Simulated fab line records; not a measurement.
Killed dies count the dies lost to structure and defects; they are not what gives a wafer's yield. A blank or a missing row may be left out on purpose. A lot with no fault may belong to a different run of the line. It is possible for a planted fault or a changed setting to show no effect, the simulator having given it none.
Comparing a struck lot with a sound one :: flow gf180mcu :: 19 steps out of a route of 602
Sound: wafers L639.1, L639.2, L639.4. Struck: wafer L656.1 (L656.2, L656.3, from the same lot, were not struck and are left out); the cause is given at the end.
At each step with rows: each side's tool, then ch and its chambers, then its first start. Under that, the readings that differ: sound wafers :: struck wafers :: difference of the means :: sigmas: that difference in standard deviations of wafers without a fault.
alike: same words and numbers on both sides, and readings whose means sit less than 2 such deviations apart. not compared: any withheld reading, any reading some wafer has no value for, any bound like >300 that may hide the same value, and any number with overlapping values for which the record gives no deviation.
The two part at a step that has a row with sigmas, a row that says differs or no value, or rows on one side only. Numbers that have no deviation but don't overlap get no sigmas and don't part them. A reading missing from all wafers of one side parts the sides only when that side holds two or more wafers.

GF_M1_STRIP_17: strips in O2/N2.
  sound on plasma_asher-04 ch 0,1, day 16 21:59; struck on plasma_asher-04 ch 0, day 23 23:16
  alike: drypump_motor_current_A, heater_power_w, oes_product_au, strip_time_to_endpoint_s
  not compared: rf_hours_counter_h
then, 3 steps without rows for these wafers: GF_M1_STRIP_18 (strips in post etch residue remover, time 1200 s); GF_M1_CLEAN_19 (cleans in DIW); GF_V1_CVD_00 (deposits SiO2, target thk 600 nm, time 100 s).
GF_V1_THK_MEAS_01:
  sound on film_metro-04, day 16 22:35; struck on film_metro-02, day 23 23:53
  alike: V1_CVD_00_THK
GF_V1_CVD_02: deposits SiO2 from TEOS, target thk 850 nm, time 94.851 s.
  sound on pecvd-04 ch 0,1, day 16 22:38; struck on pecvd-04 ch 1, day 23 23:56
  alike: heater_power_w
GF_V1_THK_MEAS_03:
  sound on film_metro-03, day 16 22:43; struck on film_metro-04, day 24 00:01
  alike: V1_CVD_02_THK
GF_V1_CMP_04: polishes SiO2.
  sound on cmp-01 ch 1,2,3, day 16 22:46; struck on cmp-01 ch 1, day 24 00:04
  alike: motor_current_A, retaining_ring_pressure_frac, slurry_filter_dp_kPa, time_to_endpoint_s
GF_V1_BOW_MEAS_05:
  sound on film_metro-04, day 16 23:04; struck on film_metro-04, day 24 00:22
  alike: V1_BOW
then, 3 steps without rows for these wafers: GF_V1_DEHYDRATE_06 (time 60 s); GF_V1_HMDS_07 (prime time 60 s); GF_V1_COAT_08.
GF_V1_COAT_09: resist thk 1000 nm.
  sound on litho_track-01 ch 0, day 17 09:00; struck on litho_track-02 ch 0, day 24 11:00
reading: model.KrF_of_V1_COAT_09.thk_nm (nm)
sound: 997.6 1002 998.3
struck: 948.1
difference: -51.2
sigmas: 
then, 3 steps without rows for these wafers: GF_V1_SOFTBAKE_10 (time 60 s); GF_V1_EXPOSE_11 (exposes mask Via1, target cd 260 nm); GF_V1_PEB_12 (peb time 90 s).
GF_V1_DEVELOP_13: develop time 60 s.
  sound on litho_track-02 ch 0, day 17 21:13; struck on litho_track-01 ch 0, day 24 22:39
reading: model.KrF_of_V1_COAT_09.thk_nm (nm)
sound: 982.7 987.2 983.4
struck: 933.2
difference: -51.2
sigmas: 
GF_V1_CD_MEAS_14 targets a cd of 260 nm.
  sound on cd_sem-02, day 17 21:22; struck on cd_sem-01, day 24 22:48
  alike: cd_nm
then, 1 step without rows for these wafers: GF_PASSIVATION_PROBE_99.

== WHERE THEY PART ==
Nowhere in this record.

WHY: the cause the simulator had injected
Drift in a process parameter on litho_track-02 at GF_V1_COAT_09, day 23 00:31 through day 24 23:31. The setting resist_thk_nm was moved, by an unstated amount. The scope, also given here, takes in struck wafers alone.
